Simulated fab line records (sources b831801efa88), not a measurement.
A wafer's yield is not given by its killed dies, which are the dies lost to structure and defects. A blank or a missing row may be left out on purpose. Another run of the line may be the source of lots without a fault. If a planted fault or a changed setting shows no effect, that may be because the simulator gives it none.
Problem report in the 8D (eight disciplines) form, filled by code | flow sky130 | the parts of the form that need people (team, actions taken, sign-off) are left out

1. WHAT WENT WRONG
Wafers without a fault read 5.000 Pa, standard deviation 0.0097; chamber pressure pa at SKY_VIA4_SPUTTER_17 reads a mean of 3.667 Pa on 2 wafers belonging to 2 lots. That is -99 or more standard deviations from the usual mean.
The step: material TiN, target thk 20 nm, time 80 s.
First seen on wafer L901.3, day 46 01:47, on pvd sputter-02. Wafers with a number at this step in the record: 18, from 6 lots. Rule for "out" (also "out of limits"): further than 4 standard deviations from the usual mean. The other wafers with a number count as sound.

2. WHAT THIS IS AND IS NOT
question                    | is                                      | is not
which readings at this step | chamber pressure pa, throttle valve pct | -
which lots                  | L901, L902                              | L888, L889, L903, L909
which wafers of those lots  | L901.3, L902.6                          | L901.1, L901.2, L902.1, L902.4
read on which tools         | pvd sputter-02                          | pvd sputter-01, pvd sputter-04
when                        | from day 46 01:47                       | up to then (8 sound wafers); but 8 sound wafers of L902, L903, L909 came after

3. SUSPECTS, AND WHAT RULES EACH OUT
Counting: any tool at a process step up to the reading remains a suspect provided it ran every lot that is out. Sound lots after the first of them don't rule it out here, since some wafers of a struck lot are sound.
- pvd sputter-02 at SKY_VIA4_SPUTTER_17 (material TiN, target thk 20 nm, time 80 s): kept. Every lot that is out went through it, the first being L901 (day 46 01:47); the last sound lot it ran before that was L889 (day 42 10:11). Its own chamber pressure pa, throttle valve pct readings are out on those wafers.
Remaining after the count: pvd sputter-02 at SKY_VIA4_SPUTTER_17.

4. THE CAUSE (what the simulator had put in)
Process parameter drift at SKY_VIA4_SPUTTER_17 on pvd sputter-02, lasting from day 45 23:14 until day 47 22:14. From 5, the setting chamber pressure pa moved by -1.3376. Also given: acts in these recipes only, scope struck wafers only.
Only this tool survived the counting.

5. THE EFFECT CHAIN, in route order
Rows list readings where the struck wafers' mean (over those with a number) sits beyond 3 standard deviations from the usual. Only readings whose record carries a usual standard deviation are examined. hours: median over the lots of the time between each lot's start at the first step of this table that gives one and its start at this step. sigmas: the change, counted in usual standard deviations.
hours | step                | reading             | usual    | on struck wafers | change | sigmas
0     | SKY_VIA4_SPUTTER_17 | chamber pressure pa | 5.000 Pa | 3.667            | -1.333 | -99 or more
0     | SKY_VIA4_SPUTTER_17 | throttle valve pct  | 30.0 %   | 36.0             | +6.0   | +5.4
Process steps it contains:
- SKY_VIA4_SPUTTER_17: material TiN, target thk 20 nm, time 80 s.

6. WHAT WOULD HAVE CAUGHT IT SOONER
First out-of-limits reading in this record: day 46 01:47, which is 3 hours after fault onset at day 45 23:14.
